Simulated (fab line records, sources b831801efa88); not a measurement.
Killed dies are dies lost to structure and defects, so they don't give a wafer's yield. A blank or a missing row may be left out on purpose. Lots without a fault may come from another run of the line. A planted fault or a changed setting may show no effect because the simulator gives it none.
Chamber matching | flow sky130 | SKY_VIA3_CMP_02 on cmp-02: 4 sister chambers
The step polishes SiO2. 16 wafers are shown with their chamber, then 8 later ones without.

WAFERS WITH THEIR CHAMBER
wafer  | chamber | motor_current_A (A)
L556.3 | 3       | 11.6
L556.4 | 2       | 12.4
L556.6 | 3       | 11.7
L557.1 | 2       | 12.0
L557.4 | 1       | 11.5
L557.5 | 3       | 11.6
L559.1 | 3       | 12.5
L559.2 | 1       | 11.7
L559.5 | 1       | 11.1
L572.1 | 3       | 12.6
L572.2 | 2       | 12.2
L572.4 | 0       | 10.6
L575.1 | 3       | 11.7
L575.3 | 2       | 12.5
L575.4 | 0       | 11.5
L576.1 | 1       | 11.2

SIGNATURES (means of the wafers above)
reading         | chamber 0 | chamber 1 | chamber 2 | chamber 3 | scatter within a chamber
motor_current_A | 11.050    | 11.375    | 12.275    | 11.950    | 0.395
Rule: a wafer's distance from a chamber is the root of the sum, over the readings, of the square of ((its reading less the chamber's mean) divided by the reading's scatter). The wafer belongs to the nearest chamber; if the next one is less than 2 further off, it can't be placed. The scatter: the root of (the sum of the squares of (reading less its chamber's mean) over the shown wafers, divided by (wafers less chambers)).

WAFERS WITHOUT THEIR CHAMBER
wafer  | motor_current_A (A)
L576.3 | 10.9
L576.6 | 12.4
L578.2 | 10.8
L578.4 | 12.3
L578.5 | 10.5
L579.1 | 11.7
L579.3 | 10.6
L579.6 | 12.6

WHICH CHAMBER EACH WENT THROUGH
wafer  | from the rows above               | in truth
L576.3 | can't be placed: 0 or 1           | 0
L576.6 | can't be placed: 2 or 3           | 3
L578.2 | can't be placed: 0 or 1           | 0
L578.4 | can't be placed: 2 or 3           | 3
L578.5 | can't be placed: 0 or 1           | 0
L579.1 | can't be placed: 3 or 1 or 2 or 0 | 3
L579.3 | can't be placed: 0 or 1           | 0
L579.6 | can't be placed: 2 or 3           | 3
Placed correctly: 0 of 8. Can't be placed from these rows: 8 (the true chamber is among the candidates in 8). Placed wrongly: 0.
